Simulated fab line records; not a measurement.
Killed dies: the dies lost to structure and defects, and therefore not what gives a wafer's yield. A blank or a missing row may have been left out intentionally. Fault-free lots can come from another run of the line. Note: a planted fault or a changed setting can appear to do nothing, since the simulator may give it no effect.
Matching of chambers -- flow gf180mcu -- pecvd-03 running GF_PASSIVATION_CVD_00: 3 sister chambers
The step deposits SiO2 from TEOS, target thk 1000 nm, time 111.95 s. 16 wafers are shown with their chamber, then 8 later ones without.

## EACH WAFER AND ITS CHAMBER
wafer,chamber,heater power w (W)
L078.3,1,703
L078.5,1,793
L078.6,0,814
L080.2,2,496
L080.4,2,553
L080.5,1,683
L081.1,0,789
L081.2,1,812
L081.4,1,846
L085.1,2,554
L085.2,1,749
L085.3,0,751
L088.1,1,853
L088.3,2,606
L088.6,2,492
L089.4,1,821

SIGNATURES (means of the wafers above)
reading,chamber 0,chamber 1,chamber 2,scatter within a chamber
heater power w,784.67,782.50,540.20,55.3
Rule: a wafer lies at a distance from a chamber equal to the root of the sum of squares, over the readings, of (its reading less the chamber's mean, divided by the reading's scatter). If the next closest chamber is less than 2 further off than the closest, the wafer can't be placed; otherwise it belongs to the closest. The scatter: take each reading less its chamber's mean, square it, sum over the shown wafers, divide by the number of wafers less the number of chambers, and take the root.

## WAFERS MISSING THEIR CHAMBER
wafer,heater power w (W)
L089.5,795
L089.6,484
L091.1,834
L091.5,846
L091.6,612
L094.2,544
L094.3,827
L094.4,788

## EACH ONE'S CHAMBER
wafer,from the rows above,in truth
L089.5,can't be placed: 0 or 1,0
L089.6,2,2
L091.1,can't be placed: 0 or 1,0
L091.5,can't be placed: 0 or 1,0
L091.6,can't be placed: 2 or 1 or 0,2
L094.2,2,2
L094.3,can't be placed: 0 or 1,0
L094.4,can't be placed: 0 or 1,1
Placed correctly: 2 of 8. Cannot be placed on the basis of these rows: 6; the candidates contain the true chamber in 6. Wrongly placed: 0.
